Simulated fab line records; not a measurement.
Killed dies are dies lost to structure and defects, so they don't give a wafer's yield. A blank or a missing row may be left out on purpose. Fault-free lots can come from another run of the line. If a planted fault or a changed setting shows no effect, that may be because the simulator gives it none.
Which tool is to blame? || flow sky130 || Sampling: 11 lots, 33 wafers, 2 of 708 route steps

WHAT THE GAUGES SHOWED, per wafer
SKY_VIA2_THK_MEAS_01.
{"lot": "L853", "measured": "day 35 01:23", "on": "film_metro-01", "VIA2_HDPCVD_THK (nm)": "1171 1176 1190"}
{"lot": "L855", "measured": "day 35 11:25", "on": "film_metro-04", "VIA2_HDPCVD_THK (nm)": "1184 1184 1202"}
{"lot": "L854", "measured": "day 35 19:26", "on": "film_metro-02", "VIA2_HDPCVD_THK (nm)": "1200 1206 1184"}
{"lot": "L856", "measured": "day 36 00:59", "on": "film_metro-04", "VIA2_HDPCVD_THK (nm)": "1165 1176 1181"}
{"lot": "L858", "measured": "day 36 15:49", "on": "film_metro-02", "VIA2_HDPCVD_THK (nm)": "1182 1175 1190"}
{"lot": "L861", "measured": "day 37 09:20", "on": "film_metro-02", "VIA2_HDPCVD_THK (nm)": "1194 1212 1207"}
{"lot": "L865", "measured": "day 41 01:31", "on": "film_metro-02", "VIA2_HDPCVD_THK (nm)": "1203 957 1203"}
{"lot": "L866", "measured": "day 41 03:36", "on": "film_metro-01", "VIA2_HDPCVD_THK (nm)": "1181 951 1186"}
{"lot": "L867", "measured": "day 41 05:48", "on": "film_metro-04", "VIA2_HDPCVD_THK (nm)": "1166 1183 1181"}
{"lot": "L871", "measured": "day 41 06:27", "on": "film_metro-02", "VIA2_HDPCVD_THK (nm)": "1170 1170 1170"}
{"lot": "L873", "measured": "day 41 08:11", "on": "film_metro-01", "VIA2_HDPCVD_THK (nm)": "1173 1168 1163"}

WHICH TOOL RAN EACH LOT (tool, then ch and the chambers of the sampled wafers, then the start)
{"lot": "L853", "SKY_VIA2_HDPCVD_00": "hdpcvd-02 ch 0,2, day 35 01:15"}
{"lot": "L855", "SKY_VIA2_HDPCVD_00": "hdpcvd-01 ch 0,1,2, day 35 11:17"}
{"lot": "L854", "SKY_VIA2_HDPCVD_00": "hdpcvd-02 ch 0,1,2, day 35 19:19"}
{"lot": "L856", "SKY_VIA2_HDPCVD_00": "hdpcvd-01 ch 0,1,2, day 36 00:52"}
{"lot": "L858", "SKY_VIA2_HDPCVD_00": "hdpcvd-01 ch 0,1,2, day 36 15:41"}
{"lot": "L861", "SKY_VIA2_HDPCVD_00": "hdpcvd-02 ch 0,1,2, day 37 09:13"}
{"lot": "L865", "SKY_VIA2_HDPCVD_00": "hdpcvd-02 ch 0,1,2, day 41 01:23"}
{"lot": "L866", "SKY_VIA2_HDPCVD_00": "hdpcvd-02 ch 0,1,2, day 41 03:28"}
{"lot": "L867", "SKY_VIA2_HDPCVD_00": "hdpcvd-01 ch 0,1,2, day 41 05:40"}
{"lot": "L871", "SKY_VIA2_HDPCVD_00": "hdpcvd-01 ch 0,1, day 41 06:20"}
{"lot": "L873", "SKY_VIA2_HDPCVD_00": "hdpcvd-01 ch 0,1,2, day 41 08:04"}
- SKY_VIA2_HDPCVD_00: deposits SiO2, target thk 1180 nm, time 196.7 s.

AS READ BY THE TOOLS THEMSELVES (means over the sampled wafers that have a number; for cases with no such wafer, the mark the record gives instead)
SKY_VIA2_HDPCVD_00.
{"lot": "L853", "tool": "hdpcvd-02", "pressure_mtorr (mTorr)": 6.004, "sih4_flow_sccm (sccm)": 60.03, "susceptor_temp_C (C)": 400.06}
{"lot": "L855", "tool": "hdpcvd-01", "pressure_mtorr (mTorr)": 6.004, "sih4_flow_sccm (sccm)": 59.97, "susceptor_temp_C (C)": 399.91}
{"lot": "L854", "tool": "hdpcvd-02", "pressure_mtorr (mTorr)": 5.994, "sih4_flow_sccm (sccm)": 59.89, "susceptor_temp_C (C)": 400.29}
{"lot": "L856", "tool": "hdpcvd-01", "pressure_mtorr (mTorr)": 5.998, "sih4_flow_sccm (sccm)": 60.05, "susceptor_temp_C (C)": 399.94}
{"lot": "L858", "tool": "hdpcvd-01", "pressure_mtorr (mTorr)": 5.993, "sih4_flow_sccm (sccm)": 60.02, "susceptor_temp_C (C)": 400.03}
{"lot": "L861", "tool": "hdpcvd-02", "pressure_mtorr (mTorr)": 6.002, "sih4_flow_sccm (sccm)": 60.00, "susceptor_temp_C (C)": 400.27}
{"lot": "L865", "tool": "hdpcvd-02", "pressure_mtorr (mTorr)": 5.996, "sih4_flow_sccm (sccm)": 56.09, "susceptor_temp_C (C)": 400.09}
{"lot": "L866", "tool": "hdpcvd-02", "pressure_mtorr (mTorr)": 5.989, "sih4_flow_sccm (sccm)": 56.08, "susceptor_temp_C (C)": 400.02}
{"lot": "L867", "tool": "hdpcvd-01", "pressure_mtorr (mTorr)": 6.002, "sih4_flow_sccm (sccm)": 59.96, "susceptor_temp_C (C)": 399.93}
{"lot": "L871", "tool": "hdpcvd-01", "pressure_mtorr (mTorr)": 6.006, "sih4_flow_sccm (sccm)": 60.12, "susceptor_temp_C (C)": 400.13}
{"lot": "L873", "tool": "hdpcvd-01", "pressure_mtorr (mTorr)": 6.004, "sih4_flow_sccm (sccm)": 59.89, "susceptor_temp_C (C)": 400.17}

THE ANSWER, worked out from the rows above alone
Rule: the lots themselves supply what counts as usual. The widest of any qualifying gaps counts: lots, ordered by their means at a reading, are off when they make up no more than a third of the lots, leave a main group of 4 or more, and stand apart from it by 3 or more times the standard deviation of that group's means. The tables above print the reading to a certain number of digits; a main group whose means all agree to those digits is not used. A lot without any number at a reading at which 4 lots or more have one is off too. Where the step has rows for the other lots, those lots are counted as sound. Order of review: gauges by route order, followed by the tools' own readings, for which a lot's mean as printed above is used. At the first step where some lot is off, the reading lying furthest off is the one used; lots without a number count as furthest.
Off: L865, L866, at SKY_VIA2_THK_MEAS_01 (VIA2_HDPCVD_THK). Main group: mean 1182 nm, sd 12.
If a tool, at a process step before that reading, ran all the lots that are off and no sound lot after the first of them, it fits. Not tried: the gauges at SKY_VIA2_THK_MEAS_01; whatever is off there is also off at SKY_VIA2_HDPCVD_00, on other tools, and gauge error can't account for it. One candidate fits, namely hdpcvd-02 at SKY_VIA2_HDPCVD_00. Its last sound lot is L861 (day 37 09:13), its first lot that is off L865 (day 41 01:23): a fault that began between those two fits.
The tool's own readings at SKY_VIA2_HDPCVD_00 bear it out: on the lots that are off they differ by more than 5 times the standard deviation of the sound lots' means. sih4_flow_sccm reads 56.09 sccm there against 59.99 sccm on the sound lots.

WHAT WAS PUT IN BY THE SIMULATOR
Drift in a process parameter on hdpcvd-02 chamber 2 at SKY_VIA2_HDPCVD_00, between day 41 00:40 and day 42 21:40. The setting sih4_flow_sccm was moved by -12, starting from 60. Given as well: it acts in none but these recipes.
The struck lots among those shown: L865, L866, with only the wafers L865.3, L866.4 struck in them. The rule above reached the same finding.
